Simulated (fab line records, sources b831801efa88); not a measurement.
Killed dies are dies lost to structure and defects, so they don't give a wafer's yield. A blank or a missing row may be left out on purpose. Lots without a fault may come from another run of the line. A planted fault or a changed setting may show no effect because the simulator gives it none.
fab line records | flow gf180mcu
record lots=5 wafers=15 last_day=34
route steps=602 shown LVPWELL@63 MVSD@66 MVPSD@78 VT_IMPLANT@90
lots that met no fault: from a run of the same line without faults
start_h: hours from the record's first day to the start of the lot's first wafer shown | wait_h: hours since the lot's step before | " the same as in the row above | L1.1+2: a row that stands for several wafers | - no value, or no start given | * or withheld: withheld | < > ~ a bound
route shown NAME@n: a module of which the file shows steps, and the number in the route of the first | usual: mean/standard deviation of fault-free wafers | same: alike in all rows | chamber/n: place in a boat | sites: the reading at each site | _std_site: their standard deviation | _edge_site: outer sites' mean less inner sites' | radius_mm: how far each site lies from the wafer's centre | mask NAME#n: copy n | behind: the tool/chamber that last shaped the wafer | hold: why the lot was held/for how many hours/how that ended | device: the transistor (n, p or np) that didn't switch | end of line: the same wafers' tests at the end of the route | a step without rows: its recipe alone | killed: dies lost to structure and defects at the first sort, not the wafer's yield | map: a wafer's dies, x killed, . not, _ none there
set.NAME: the setting as run; set.NAME@STEP: as run at that earlier step | model.NAME: the simulator's own value behind a step, which no gauge read
lots at some steps of the route; a table a step, a row a wafer
services: from which hour (start_h, from the record's first day; less than 0 if before it) a tool's chamber was out of use, for how many hours, and why
## steps
# step GF_LVPWELL_IMPLANT_09
# recipe species=B energy_kev=60 dose_cm2=5e+12 tilt_deg=0
# usual dose_ions_cm2=5e+12/5.9e+09
# same implant_ion_amu=11
# columns lot.wafer tool chamber start_h wait_h dose_ions_cm2
L084.4 implanter-01 0 127.27 0.1 4.999e+12
L084.5 " 0 " " 5.003e+12
L084.6 " 0 " " 4.996e+12
L086.3 implanter-01 0 136.54 0.1 5.003e+12
L086.4 " 0 " " 5.008e+12
L086.6 " 0 " " 5.001e+12
L091.2 implanter-01 0 164.64 0.1 5e+12
L091.4 " 0 " " 5e+12
L091.6 " 0 " " 5.003e+12
L094.2 implanter-04 0 181.70 0.1 5.006e+12
L094.4 " 0 " " 5.008e+12
L094.6 " 0 " " 5.008e+12
L097.1 implanter-03 0 196.92 0.1 4.989e+12
L097.3 " 0 " " 4.995e+12
L097.5 " 0 " " 4.994e+12
# step GF_LVPWELL_STRIP_10
# recipe chemistry=O2/N2 power_w=1400 pressure_mtorr=1500 platen_temp_c=250 o2_flow_sccm=3000 n2_flow_sccm=300 overash_fraction=0.5
# usual drypump_motor_current_A=5.8/0.42 heater_power_w=325/40 o2_flow_sccm=2999/9.3 oes_product_au=0.723/0.0047 strip_time_to_endpoint_s=37.02/0.12
# columns lot.wafer tool chamber start_h wait_h drypump_motor_current_A heater_power_w o2_flow_sccm oes_product_au rf_hours_counter_h strip_time_to_endpoint_s
L084.4 plasma_asher-01 1 127.38 0.1 5.3 329 3006 0.721 - 37.01
L084.5 " 1 " " 5.2 328 3014 0.722 - 37.10
L084.6 " 0 " " 6.1 267 2997 0.722 - 37.03
L086.3 plasma_asher-02 1 136.68 0.1 5.5 395 3005 0.720 - 37.21
L086.4 " 0 " " 5.8 293 3003 0.727 - 37.25
L086.6 " 0 " " 5.8 290 2999 0.725 - 37.17
L091.2 plasma_asher-01 0 164.77 0.1 6.1 265 2992 0.718 5 37.02
L091.4 " 0 " " 6.1 276 2996 0.719 - 37.00
L091.6 " 1 " " 5.3 323 3009 0.722 - 37.04
L094.2 plasma_asher-04 0 181.82 0.1 5.9 326 3002 0.721 53 37.18
L094.4 " 1 " " 6.5 321 2994 0.730 - 37.14
L094.6 " 0 " " 5.9 327 2984 0.720 - 37.17
L097.1 plasma_asher-02 1 197.07 0.1 5.5 401 3004 0.719 56 37.13
L097.3 " 1 " " 5.5 406 3001 0.728 - 37.04
L097.5 " 1 " " 5.5 410 2999 0.722 - 37.05
# step GF_LVPWELL_TW_MEAS_11
# usual LVPWELL_TW=561/3.3
# columns lot.wafer tool chamber start_h wait_h LVPWELL_TW
L084.4 film_metro-03 - 127.47 0.1 560
L084.5 " - " " 561
L084.6 " - " " 559
L086.3 film_metro-03 - 136.76 0.1 556
L086.4 " - " " 553
L086.6 " - " " 559
L091.2 film_metro-03 - 164.88 0.1 558
L091.4 " - " " 560
L091.6 " - " " 561
L094.2 film_metro-04 - 181.93 0.1 558
L094.4 " - " " 559
L094.6 " - " " 554
L097.1 film_metro-01 - 197.17 0.1 561
L097.3 " - " " 561
L097.5 " - " " 562
# step GF_MVSD_DEHYDRATE_00
# recipe temp_c=200 time_s=60
# usual heater_power_total_W=160.35/0.12 resist_line_temp_C=23.00/0.12
# columns lot.wafer tool chamber start_h wait_h heater_power_total_W resist_line_temp_C
L084.4 litho_track-03 0 134.41 6.9 160.47 23.00
L084.5 " 0 " " 160.51 23.06
L084.6 " 0 " " 160.26 22.86
L086.3 litho_track-03 0 143.64 6.9 160.35 23.05
L086.4 " 0 " " 160.33 23.17
L086.6 " 0 " " 160.39 23.08
L091.2 litho_track-02 0 171.98 7.1 160.13 22.76
L091.4 " 0 " " 160.52 22.86
L091.6 " 0 " " 160.36 22.87
L094.2 litho_track-03 0 189.41 7.5 160.26 23.16
L094.4 " 0 " " 160.62 23.20
L094.6 " 0 " " 160.21 23.26
L097.1 litho_track-02 0 204.75 7.6 160.44 23.08
L097.3 " 0 " " 160.26 23.05
L097.5 " 0 " " 160.33 23.16
# step GF_MVSD_HMDS_01
# recipe prime_time_s=60 prime_temp_c=120
# usual resist_line_temp_C=23.02/0.1
# columns lot.wafer tool chamber start_h wait_h resist_line_temp_C
L084.4 litho_track-03 0 134.56 0.1 23.17
L084.5 " 0 " " 22.97
L084.6 " 0 " " 22.96
L086.3 litho_track-03 0 143.79 0.1 22.87
L086.4 " 0 " " 22.88
L086.6 " 0 " " 22.97
L091.2 litho_track-02 0 172.13 0.1 23.17
L091.4 " 0 " " 22.98
L091.6 " 0 " " 23.11
L094.2 litho_track-03 0 189.56 0.1 22.99
L094.4 " 0 " " 23.03
L094.6 " 0 " " 23.02
L097.1 litho_track-02 0 204.90 0.1 22.95
L097.3 " 0 " " 23.09
L097.5 " 0 " " 23.06
# step GF_MVSD_COAT_02
# recipe spin_rpm=2000 resist_thk_nm=3000
# usual resist_line_temp_C=23.02/0.11
# columns lot.wafer tool chamber start_h wait_h resist_line_temp_C
L084.4 litho_track-03 0 134.71 0.1 23.10
L084.5 " 0 " " 23.08
L084.6 " 0 " " 23.17
L086.3 litho_track-03 0 143.94 0.1 22.97
L086.4 " 0 " " 23.22
L086.6 " 0 " " 23.16
L091.2 litho_track-02 0 172.28 0.1 22.88
L091.4 " 0 " " 23.04
L091.6 " 0 " " 22.95
L094.2 litho_track-03 0 189.71 0.1 23.12
L094.4 " 0 " " 23.23
L094.6 " 0 " " 23.14
L097.1 litho_track-02 0 205.05 0.1 22.99
L097.3 " 0 " " 22.97
L097.5 " 0 " " 22.91
# step GF_MVSD_SOFTBAKE_03
# recipe temp_c=110 time_s=withheld
# usual heater_power_total_W=65.33/0.14 resist_line_temp_C=22.98/0.11
# columns lot.wafer tool chamber start_h wait_h heater_power_total_W resist_line_temp_C
L084.4 litho_track-03 0 134.89 0.1 65.48 22.90
L084.5 " 0 " " 65.27 22.83
L084.6 " 0 " " 65.12 23.01
L086.3 litho_track-03 0 144.11 0.1 65.55 23.00
L086.4 " 0 " " 65.11 23.02
L086.6 " 0 " " 65.17 22.98
L091.2 litho_track-02 0 172.44 0.1 65.39 23.05
L091.4 " 0 " " 65.17 23.02
L091.6 " 0 " " 65.14 22.81
L094.2 litho_track-03 0 189.87 0.1 65.32 22.93
L094.4 " 0 " " 65.35 23.08
L094.6 " 0 " " 65.24 23.09
L097.1 litho_track-02 0 205.20 0.1 65.16 22.99
L097.3 " 0 " " 65.37 22.92
L097.5 " 0 " " 65.25 23.05
# step GF_MVSD_EXPOSE_04
# recipe mask_id=MVSD target_cd_nm=1000 na=0.6 source_shape=conventional sigma_outer=0.6 dose_mj=260
# columns lot.wafer tool chamber start_h wait_h mask
L084.4+5+6 iline_stepper-01 0 - - MVSD#0
L086.3+4+6 iline_stepper-02 0 - - MVSD#0
L091.2+4+6 iline_stepper-02 0 - - MVSD#0
L094.2+4+6 iline_stepper-02 0 - - MVSD#0
L097.1+3+5 iline_stepper-01 0 - - MVSD#0
# step GF_MVSD_PEB_05
# recipe temp_c=115 time_s=withheld
# usual heater_power_total_W=69.34/0.13 resist_line_temp_C=23.00/0.11
# columns lot.wafer tool chamber start_h wait_h heater_power_total_W resist_line_temp_C
L084.4 litho_track-03 0 - - 69.29 22.92
L084.5 " 0 " " 69.50 22.81
L084.6 " 0 " " 69.43 22.82
L086.3 litho_track-01 0 - - 69.19 22.97
L086.4 " 0 " " 69.30 22.78
L086.6 " 0 " " 69.34 22.94
L091.2 litho_track-01 0 - - 69.41 23.11
L091.4 " 0 " " 69.51 23.01
L091.6 " 0 " " 69.44 22.86
L094.2 litho_track-03 0 - - 69.45 22.97
L094.4 " 0 " " 69.63 23.00
L094.6 " 0 " " 69.49 22.90
L097.1 litho_track-03 0 - - 69.32 22.91
L097.3 " 0 " " 69.34 23.14
L097.5 " 0 " " 69.51 23.13
# step GF_MVSD_DEVELOP_06
# recipe wall_angle_deg=90 develop_time_s=60 dev_temp_c=23
# usual resist_line_temp_C=22.97/0.11
# columns lot.wafer tool chamber start_h wait_h resist_line_temp_C
L084.4 litho_track-03 0 - - 22.86
L084.5 " 0 " " 22.75
L084.6 " 0 " " 22.81
L086.3 litho_track-01 0 - - 22.94
L086.4 " 0 " " 23.01
L086.6 " 0 " " 23.03
L091.2 litho_track-01 0 - - 23.04
L091.4 " 0 " " 23.27
L091.6 " 0 " " 23.01
L094.2 litho_track-03 0 - - 23.01
L094.4 " 0 " " 23.11
L094.6 " 0 " " 23.11
L097.1 litho_track-03 0 - - 22.97
L097.3 " 0 " " 23.07
L097.5 " 0 " " 22.93
# step GF_MVSD_OVL_MEAS_07
# usual MVSD_OVL=-0.1/1.4
# columns lot.wafer tool chamber start_h wait_h MVSD_OVL[nm]
L084.4 overlay-02 - 142.71 - -0.7
L084.5 " - " " 0.4
L084.6 " - " " -0.4
L086.3 overlay-02 - 152.16 - -1.2
L086.4 " - " " -1.4
L086.6 " - " " -0.7
L091.2 overlay-02 - 180.84 - 1.3
L091.4 " - " " 0.2
L091.6 " - " " 2.7
L094.2 overlay-01 - 198.64 - -2.5
L094.4 " - " " -0.9
L094.6 " - " " -1.0
L097.1 overlay-02 - 214.34 - 0.6
L097.3 " - " " 1.6
L097.5 " - " " -0.1
# step GF_MVSD_IMPLANT_08
# recipe species=P energy_kev=400 dose_cm2=1.6e+13 tilt_deg=0
# usual dose_ions_cm2=1.5995e+13/1.7e+10
# same implant_ion_amu=31
# columns lot.wafer tool chamber start_h wait_h dose_ions_cm2
L084.4 implanter-01 0 142.80 0.1 1.5988e+13
L084.5 " 0 " " 1.5997e+13
L084.6 " 0 " " 1.5987e+13
L086.3 implanter-01 0 152.23 0.1 1.5979e+13
L086.4 " 0 " " 1.5986e+13
L086.6 " 0 " " 1.5982e+13
L091.2 implanter-03 0 180.89 0.0 1.5977e+13
L091.4 " 0 " " 1.6001e+13
L091.6 " 0 " " 1.5982e+13
L094.2 implanter-03 0 198.70 0.0 1.6007e+13
L094.4 " 0 " " 1.6013e+13
L094.6 " 0 " " 1.5992e+13
L097.1 implanter-03 0 214.37 0.0 1.5987e+13
L097.3 " 0 " " 1.6021e+13
L097.5 " 0 " " 1.5976e+13
# step GF_MVSD_IMPLANT_09
# recipe species=P energy_kev=100 dose_cm2=5e+12 tilt_deg=0
# usual dose_ions_cm2=5e+12/5.6e+09
# same implant_ion_amu=31
# columns lot.wafer tool chamber start_h wait_h dose_ions_cm2
L084.4 implanter-01 0 142.95 0.1 5.005e+12
L084.5 " 0 " " 5.001e+12
L084.6 " 0 " " 4.997e+12
L086.3 implanter-01 0 152.38 0.1 4.99e+12
L086.4 " 0 " " 5.002e+12
L086.6 " 0 " " 4.998e+12
L091.2 implanter-03 0 181.04 0.1 4.989e+12
L091.4 " 0 " " 4.988e+12
L091.6 " 0 " " 5.005e+12
L094.2 implanter-03 0 198.85 0.1 5.003e+12
L094.4 " 0 " " 4.997e+12
L094.6 " 0 " " 4.995e+12
L097.1 implanter-03 0 214.52 0.1 5.001e+12
L097.3 " 0 " " 5e+12
L097.5 " 0 " " 5.008e+12
# step GF_MVSD_STRIP_10
# recipe chemistry=O2/N2 power_w=1400 pressure_mtorr=1500 platen_temp_c=250 o2_flow_sccm=3000 n2_flow_sccm=300 overash_fraction=0.5
# usual drypump_motor_current_A=5.7/0.35 heater_power_w=323/45 o2_flow_sccm=3000/9.1 oes_product_au=0.723/0.0049 strip_time_to_endpoint_s=37.03/0.12
# columns lot.wafer tool chamber start_h wait_h drypump_motor_current_A heater_power_w o2_flow_sccm oes_product_au rf_hours_counter_h strip_time_to_endpoint_s
L084.4 plasma_asher-03 0 143.06 0.1 6.0 363 3003 0.725 - 37.12
L084.5 " 0 " " 6.0 367 2991 0.724 - 37.24
L084.6 " 1 " " 5.3 344 2988 0.727 - 37.18
L086.3 plasma_asher-02 0 152.52 0.1 5.7 288 2975 0.718 - 37.16
L086.4 " 1 " " 5.4 407 2994 0.717 - 37.04
L086.6 " 1 " " 5.4 410 2997 0.728 - 37.03
L091.2 plasma_asher-01 0 181.17 0.1 6.1 274 3001 0.721 6 36.73
L091.4 " 0 " " 6.1 269 2995 0.726 - 36.77
L091.6 " 1 " " 5.2 333 3008 0.721 - 36.82
L094.2 plasma_asher-01 0 198.97 0.1 6.1 269 2993 0.726 8 37.17
L094.4 " 0 " " 6.1 265 3001 0.725 - 37.12
L094.6 " 1 " " 5.3 330 2997 0.715 - 37.18
L097.1 plasma_asher-01 1 214.67 0.1 5.2 328 2987 0.719 10 37.02
L097.3 " 0 " " 6.1 273 3002 0.716 - 36.86
L097.5 " 0 " " 6.1 272 3002 0.721 - 36.93
# step GF_MVSD_TW_MEAS_11
# usual MVSD_TW=1580/9.2
# columns lot.wafer tool chamber start_h wait_h MVSD_TW
L084.4 film_metro-03 - 143.16 0.1 1571
L084.5 " - " " 1574
L084.6 " - " " 1572
L086.3 film_metro-04 - 152.60 0.1 1569
L086.4 " - " " 1574
L086.6 " - " " 1574
L091.2 film_metro-04 - 181.28 0.1 1581
L091.4 " - " " 1575
L091.6 " - " " 1574
L094.2 film_metro-01 - 199.08 0.1 1589
L094.4 " - " " 1588
L094.6 " - " " 1596
L097.1 film_metro-04 - 214.77 0.1 1584
L097.3 " - " " 1572
L097.5 " - " " 1566
# step GF_MVPSD_DEHYDRATE_00
# recipe temp_c=200 time_s=60
# usual heater_power_total_W=160.38/0.12 resist_line_temp_C=22.99/0.1
# columns lot.wafer tool chamber start_h wait_h heater_power_total_W resist_line_temp_C
L084.4 litho_track-02 0 150.63 7.5 160.55 22.98
L084.5 " 0 " " 160.41 23.01
L084.6 " 0 " " 160.59 22.95
L086.3 litho_track-01 0 160.15 7.5 160.23 23.05
L086.4 " 0 " " 160.54 23.05
L086.6 " 0 " " 160.50 22.90
L091.2 litho_track-01 0 188.57 7.3 160.39 22.95
L091.4 " 0 " " 160.49 22.82
L091.6 " 0 " " 160.10 22.94
L094.2 litho_track-04 0 207.15 8.1 160.53 23.03
L094.4 " 0 " " 160.22 23.08
L094.6 " 0 " " 160.45 23.00
L097.1 litho_track-01 0 222.55 7.8 160.20 23.10
L097.3 " 0 " " 160.37 23.07
L097.5 " 0 " " 160.56 22.98
# step GF_MVPSD_HMDS_01
# recipe prime_time_s=60 prime_temp_c=120
# usual resist_line_temp_C=23.02/0.11
# columns lot.wafer tool chamber start_h wait_h resist_line_temp_C
L084.4 litho_track-02 0 150.78 0.1 22.94
L084.5 " 0 " " 22.99
L084.6 " 0 " " 23.11
L086.3 litho_track-01 0 160.30 0.1 22.95
L086.4 " 0 " " 22.96
L086.6 " 0 " " 22.94
L091.2 litho_track-01 0 188.72 0.1 22.97
L091.4 " 0 " " 22.93
L091.6 " 0 " " 23.19
L094.2 litho_track-04 0 207.30 0.1 23.05
L094.4 " 0 " " 22.98
L094.6 " 0 " " 22.89
L097.1 litho_track-01 0 222.70 0.1 23.00
L097.3 " 0 " " 23.15
L097.5 " 0 " " 23.13
# step GF_MVPSD_COAT_02
# recipe spin_rpm=2000 resist_thk_nm=3000
# usual resist_line_temp_C=23.00/0.1
# columns lot.wafer tool chamber start_h wait_h resist_line_temp_C
L084.4 litho_track-02 0 150.93 0.1 23.20
L084.5 " 0 " " 23.02
L084.6 " 0 " " 23.14
L086.3 litho_track-01 0 160.45 0.1 23.16
L086.4 " 0 " " 23.13
L086.6 " 0 " " 23.08
L091.2 litho_track-01 0 188.87 0.1 23.10
L091.4 " 0 " " 23.03
L091.6 " 0 " " 22.88
L094.2 litho_track-04 0 207.45 0.1 22.89
L094.4 " 0 " " 22.96
L094.6 " 0 " " 23.03
L097.1 litho_track-01 0 222.85 0.1 23.11
L097.3 " 0 " " 23.13
L097.5 " 0 " " 23.14
# step GF_MVPSD_SOFTBAKE_03
# recipe temp_c=110 time_s=withheld
# usual heater_power_total_W=65.32/0.13 resist_line_temp_C=22.99/0.092
# columns lot.wafer tool chamber start_h wait_h heater_power_total_W resist_line_temp_C
L084.4 litho_track-02 0 151.11 0.1 65.50 22.99
L084.5 " 0 " " 65.40 23.07
L084.6 " 0 " " 65.20 22.96
L086.3 litho_track-01 0 160.61 0.1 65.35 22.93
L086.4 " 0 " " 65.42 23.01
L086.6 " 0 " " 65.47 23.04
L091.2 litho_track-01 0 189.03 0.1 65.14 22.92
L091.4 " 0 " " 65.32 23.02
L091.6 " 0 " " 65.17 23.07
L094.2 litho_track-04 0 207.61 0.1 65.13 23.03
L094.4 " 0 " " 65.07 23.10
L094.6 " 0 " " 65.20 22.93
L097.1 litho_track-01 0 223.00 0.1 65.41 23.01
L097.3 " 0 " " 65.33 23.06
L097.5 " 0 " " 65.52 22.92
# step GF_MVPSD_EXPOSE_04
# recipe mask_id=MVPSD target_cd_nm=1000 na=0.6 source_shape=conventional sigma_outer=0.6 dose_mj=260
# columns lot.wafer tool chamber start_h wait_h mask
L084.4+5+6 iline_stepper-01 0 - - MVPSD#0
L086.3+4+6 iline_stepper-02 0 - - MVPSD#0
L091.2+4+6 iline_stepper-01 0 - - MVPSD#0
L094.2+4+6 iline_stepper-02 0 - - MVPSD#0
L097.1+3+5 iline_stepper-02 0 - - MVPSD#0
# step GF_MVPSD_PEB_05
# recipe temp_c=115 time_s=withheld
# usual heater_power_total_W=69.33/0.13 resist_line_temp_C=22.99/0.12
# columns lot.wafer tool chamber start_h wait_h heater_power_total_W resist_line_temp_C
L084.4 litho_track-01 0 - - 69.23 23.07
L084.5 " 0 " " 69.20 22.95
L084.6 " 0 " " 69.22 23.13
L086.3 litho_track-01 0 - - 69.26 22.94
L086.4 " 0 " " 69.33 23.17
L086.6 " 0 " " 69.26 23.01
L091.2 litho_track-01 0 - - 69.15 22.96
L091.4 " 0 " " 69.22 22.89
L091.6 " 0 " " 69.42 22.96
L094.2 litho_track-01 0 - - 69.19 22.96
L094.4 " 0 " " 69.48 22.99
L094.6 " 0 " " 69.11 23.01
L097.1 litho_track-04 0 - - 69.42 22.92
L097.3 " 0 " " 69.15 23.12
L097.5 " 0 " " 69.44 23.25
# step GF_MVPSD_DEVELOP_06
# recipe wall_angle_deg=90 develop_time_s=60 dev_temp_c=23
# usual resist_line_temp_C=23.00/0.094
# columns lot.wafer tool chamber start_h wait_h resist_line_temp_C
L084.4 litho_track-01 0 - - 22.92
L084.5 " 0 " " 22.94
L084.6 " 0 " " 22.83
L086.3 litho_track-01 0 - - 23.01
L086.4 " 0 " " 23.04
L086.6 " 0 " " 23.01
L091.2 litho_track-01 0 - - 23.03
L091.4 " 0 " " 23.05
L091.6 " 0 " " 23.04
L094.2 litho_track-01 0 - - 23.11
L094.4 " 0 " " 23.19
L094.6 " 0 " " 23.09
L097.1 litho_track-04 0 - - 22.98
L097.3 " 0 " " 22.93
L097.5 " 0 " " 23.02
# step GF_MVPSD_OVL_MEAS_07
# usual MVPSD_OVL=0.7/1.2
# columns lot.wafer tool chamber start_h wait_h MVPSD_OVL[nm]
L084.4 overlay-02 - 159.06 - 1.1
L084.5 " - " " 1.0
L084.6 " - " " 2.2
L086.3 overlay-02 - 168.71 - 2.3
L086.4 " - " " -0.5
L086.6 " - " " -0.3
L091.2 overlay-01 - 197.85 - -1.5
L091.4 " - " " 1.1
L091.6 " - " " -0.4
L094.2 overlay-02 - 216.40 - 0.9
L094.4 " - " " 0.5
L094.6 " - " " -0.6
L097.1 overlay-02 - 232.67 - -1.6
L097.3 " - " " 2.3
L097.5 " - " " 1.2
# step GF_MVPSD_IMPLANT_08
# recipe species=B energy_kev=170 dose_cm2=1.5e+13 tilt_deg=0
# usual dose_ions_cm2=1.4998e+13/1.6e+10
# same implant_ion_amu=11
# columns lot.wafer tool chamber start_h wait_h dose_ions_cm2
L084.4 implanter-02 0 159.16 0.1 1.4981e+13
L084.5 " 0 " " 1.4968e+13
L084.6 " 0 " " 1.4957e+13
L086.3 implanter-01 0 168.78 0.1 1.4988e+13
L086.4 " 0 " " 1.4997e+13
L086.6 " 0 " " 1.5007e+13
L091.2 implanter-01 0 197.91 0.0 1.5014e+13
L091.4 " 0 " " 1.4986e+13
L091.6 " 0 " " 1.5013e+13
L094.2 implanter-02 0 216.46 0.0 1.499e+13
L094.4 " 0 " " 1.4975e+13
L094.6 " 0 " " 1.4973e+13
L097.1 implanter-01 0 232.71 0.0 1.4992e+13
L097.3 " 0 " " 1.4996e+13
L097.5 " 0 " " 1.4998e+13
# step GF_MVPSD_IMPLANT_09
# recipe species=B energy_kev=40 dose_cm2=5e+12 tilt_deg=0
# usual dose_ions_cm2=5e+12/5.3e+09
# same implant_ion_amu=11
# columns lot.wafer tool chamber start_h wait_h dose_ions_cm2
L084.4 implanter-02 0 159.31 0.1 5.005e+12
L084.5 " 0 " " 5.01e+12
L084.6 " 0 " " 4.995e+12
L086.3 implanter-01 0 168.93 0.1 4.999e+12
L086.4 " 0 " " 5.003e+12
L086.6 " 0 " " 5.006e+12
L091.2 implanter-01 0 198.06 0.1 4.999e+12
L091.4 " 0 " " 5.001e+12
L091.6 " 0 " " 4.998e+12
L094.2 implanter-02 0 216.61 0.1 5.007e+12
L094.4 " 0 " " 5.006e+12
L094.6 " 0 " " 5.005e+12
L097.1 implanter-01 0 232.86 0.1 4.993e+12
L097.3 " 0 " " 5e+12
L097.5 " 0 " " 5.005e+12
# step GF_MVPSD_STRIP_10
# recipe chemistry=O2/N2 power_w=1400 pressure_mtorr=1500 platen_temp_c=250 o2_flow_sccm=3000 n2_flow_sccm=300 overash_fraction=0.5
# usual drypump_motor_current_A=5.9/0.45 heater_power_w=335/25 o2_flow_sccm=2999/8.8 oes_product_au=0.722/0.0045 strip_time_to_endpoint_s=36.98/0.11
# columns lot.wafer tool chamber start_h wait_h drypump_motor_current_A heater_power_w o2_flow_sccm oes_product_au rf_hours_counter_h strip_time_to_endpoint_s
L084.4 plasma_asher-03 0 159.42 0.1 6.0 363 2993 0.720 - 36.97
L084.5 " 0 " " 6.0 361 2997 0.729 - 37.02
L084.6 " 1 " " 5.3 341 2999 0.722 - 36.99
L086.3 plasma_asher-03 0 169.07 0.1 6.0 359 2995 0.721 - 37.22
L086.4 " 1 " " 5.3 340 3001 0.722 - 37.17
L086.6 " 0 " " 6.0 361 3003 0.723 - 37.08
L091.2 plasma_asher-01 0 198.18 0.1 6.1 271 2997 0.718 8 36.78
L091.4 " 1 " " 5.2 329 2982 0.726 - 36.78
L091.6 " 0 " " 6.1 262 2995 0.716 - 36.89
L094.2 plasma_asher-04 0 216.73 0.1 5.8 332 3004 0.718 57 37.07
L094.4 " 0 " " 5.9 325 3010 0.720 - 37.14
L094.6 " 1 " " 6.5 328 3009 0.726 - 37.09
L097.1 plasma_asher-01 1 233.01 0.1 5.3 325 2999 0.734 12 36.97
L097.3 " 1 " " 5.3 333 2991 0.722 - 36.90
L097.5 " 0 " " 6.1 270 2989 0.729 - 36.84
# step GF_MVPSD_TW_MEAS_11
# usual MVPSD_TW=554/3.4
# columns lot.wafer tool chamber start_h wait_h MVPSD_TW
L084.4 film_metro-04 - 159.51 0.1 550
L084.5 " - " " 552
L084.6 " - " " 550
L086.3 film_metro-04 - 169.15 0.1 552
L086.4 " - " " 553
L086.6 " - " " 552
L091.2 film_metro-03 - 198.29 0.1 555
L091.4 " - " " 558
L091.6 " - " " 554
L094.2 film_metro-01 - 216.84 0.1 560
L094.4 " - " " 558
L094.6 " - " " 560
L097.1 film_metro-03 - 233.11 0.1 550
L097.3 " - " " 555
L097.5 " - " " 556
# step GF_VT_IMPLANT_DEHYDRATE_00
# recipe temp_c=200 time_s=60
# usual heater_power_total_W=160.38/0.12 resist_line_temp_C=23.00/0.11
# columns lot.wafer tool chamber start_h wait_h heater_power_total_W resist_line_temp_C
L084.4 litho_track-04 0 167.10 7.6 160.63 22.99
L084.5 " 0 " " 160.58 22.75
L084.6 " 0 " " 160.36 22.87
L086.3 litho_track-01 0 176.60 7.4 160.26 22.95
L086.4 " 0 " " 160.54 23.10
L086.6 " 0 " " 160.27 22.95
L091.2 litho_track-03 0 206.26 8.0 160.22 22.84
L091.4 " 0 " " 160.17 22.85
L091.6 " 0 " " 160.37 22.93
L094.2 litho_track-01 0 225.17 8.3 160.28 23.10
L094.4 " 0 " " 160.51 23.05
L094.6 " 0 " " 160.42 23.01
L097.1 litho_track-03 0 240.94 7.8 160.30 22.93
L097.3 " 0 " " 160.19 22.99
L097.5 " 0 " " 160.63 22.89
# step GF_VT_IMPLANT_HMDS_01
# recipe prime_time_s=60 prime_temp_c=120
# usual resist_line_temp_C=22.99/0.11
# columns lot.wafer tool chamber start_h wait_h resist_line_temp_C
L084.4 litho_track-04 0 167.25 0.1 23.18
L084.5 " 0 " " 23.05
L084.6 " 0 " " 23.09
L086.3 litho_track-01 0 176.75 0.1 22.75
L086.4 " 0 " " 22.91
L086.6 " 0 " " 22.85
L091.2 litho_track-03 0 206.41 0.1 22.93
L091.4 " 0 " " 23.02
L091.6 " 0 " " 22.96
L094.2 litho_track-01 0 225.32 0.1 22.86
L094.4 " 0 " " 22.95
L094.6 " 0 " " 23.07
L097.1 litho_track-03 0 241.09 0.1 23.06
L097.3 " 0 " " 23.11
L097.5 " 0 " " 23.00
# step GF_VT_IMPLANT_COAT_02
# recipe resist=NOVOLAK spin_rpm=3000 resist_thk_nm=1000
# usual resist_line_temp_C=23.03/0.1
# columns lot.wafer tool chamber start_h wait_h resist_line_temp_C
L084.4 litho_track-04 0 167.40 0.1 23.02
L084.5 " 0 " " 23.07
L084.6 " 0 " " 23.16
L086.3 litho_track-01 0 176.90 0.1 22.99
L086.4 " 0 " " 23.13
L086.6 " 0 " " 23.04
L091.2 litho_track-03 0 206.56 0.1 22.94
L091.4 " 0 " " 22.98
L091.6 " 0 " " 23.04
L094.2 litho_track-01 0 225.47 0.1 23.04
L094.4 " 0 " " 22.97
L094.6 " 0 " " 22.96
L097.1 litho_track-03 0 241.24 0.1 23.05
L097.3 " 0 " " 23.03
L097.5 " 0 " " 23.18
# step GF_VT_IMPLANT_SOFTBAKE_03
# recipe temp_c=90 time_s=60 resist=NOVOLAK
# usual heater_power_total_W=56.60/0.047 resist_line_temp_C=23.01/0.1
# columns lot.wafer tool chamber start_h wait_h heater_power_total_W resist_line_temp_C
L084.4 litho_track-04 0 167.55 0.1 56.59 23.15
L084.5 " 0 " " 56.56 23.14
L084.6 " 0 " " 56.53 23.18
L086.3 litho_track-01 0 177.05 0.1 56.53 23.11
L086.4 " 0 " " 56.70 23.03
L086.6 " 0 " " 56.62 23.16
L091.2 litho_track-03 0 206.71 0.1 56.59 23.10
L091.4 " 0 " " 56.57 23.07
L091.6 " 0 " " 56.66 22.99
L094.2 litho_track-01 0 225.62 0.1 56.62 22.97
L094.4 " 0 " " 56.71 23.08
L094.6 " 0 " " 56.58 22.83
L097.1 litho_track-03 0 241.39 0.1 56.57 22.94
L097.3 " 0 " " 56.57 22.88
L097.5 " 0 " " 56.57 23.02
# step GF_VT_IMPLANT_EXPOSE_04
# recipe mask_id=LVPWELL_LV_AREA target_cd_nm=600 na=0.6 source_shape=conventional sigma_outer=0.6 dose_mj=140
# columns lot.wafer tool chamber start_h wait_h mask
L084.4+5+6 iline_stepper-02 0 - - LVPWELL_LV_AREA#0
L086.3+4+6 iline_stepper-02 0 - - LVPWELL_LV_AREA#0
L091.2+4+6 iline_stepper-01 0 - - LVPWELL_LV_AREA#0
L094.2+4+6 iline_stepper-02 0 - - LVPWELL_LV_AREA#0
L097.1+3+5 iline_stepper-02 0 - - LVPWELL_LV_AREA#0
# step GF_VT_IMPLANT_PEB_05
# recipe temp_c=withheld time_s=* resist=NOVOLAK
# usual resist_line_temp_C=*
# columns lot.wafer tool chamber start_h wait_h resist_line_temp_C
L084.4 litho_track-03 0 - - *
L084.5 " 0 " " *
L084.6 " 0 " " *
L086.3 litho_track-03 0 - - *
L086.4 " 0 " " *
L086.6 " 0 " " *
L091.2 litho_track-01 0 - - *
L091.4 " 0 " " *
L091.6 " 0 " " *
L094.2 litho_track-03 0 - - *
L094.4 " 0 " " *
L094.6 " 0 " " *
L097.1 litho_track-03 0 - - *
L097.3 " 0 " " *
L097.5 " 0 " " *
## services
# columns tool chamber start_h hours kind
plasma_asher-01 - 108.75 9.0 pm
plasma_asher-01 0 108.75 9.0 vent_cycle
plasma_asher-01 1 108.75 9.0 vent_cycle
plasma_asher-01 0 117.75 - clean
plasma_asher-01 1 117.75 - clean
implanter-03 - 132.84 3.6 repair
implanter-04 - 160.58 2.9 pm
plasma_asher-04 - 176.37 1.9 repair
implanter-01 - 185.52 0.8 repair
iline_stepper-01 - 201.21 1.7 pm
implanter-02 - 203.82 2.9 pm
implanter-04 - 207.06 17.3 pm
iline_stepper-01 0 212.17 - calibration
iline_stepper-01 - 216.96 2.1 pm
iline_stepper-01 - 219.05 - consumable_replace:lamp
plasma_asher-03 - 223.86 2.8 pm
litho_track-04 - 244.92 - consumable_replace:filter
implanter-02 - 247.60 1.9 repair
## key
fault none
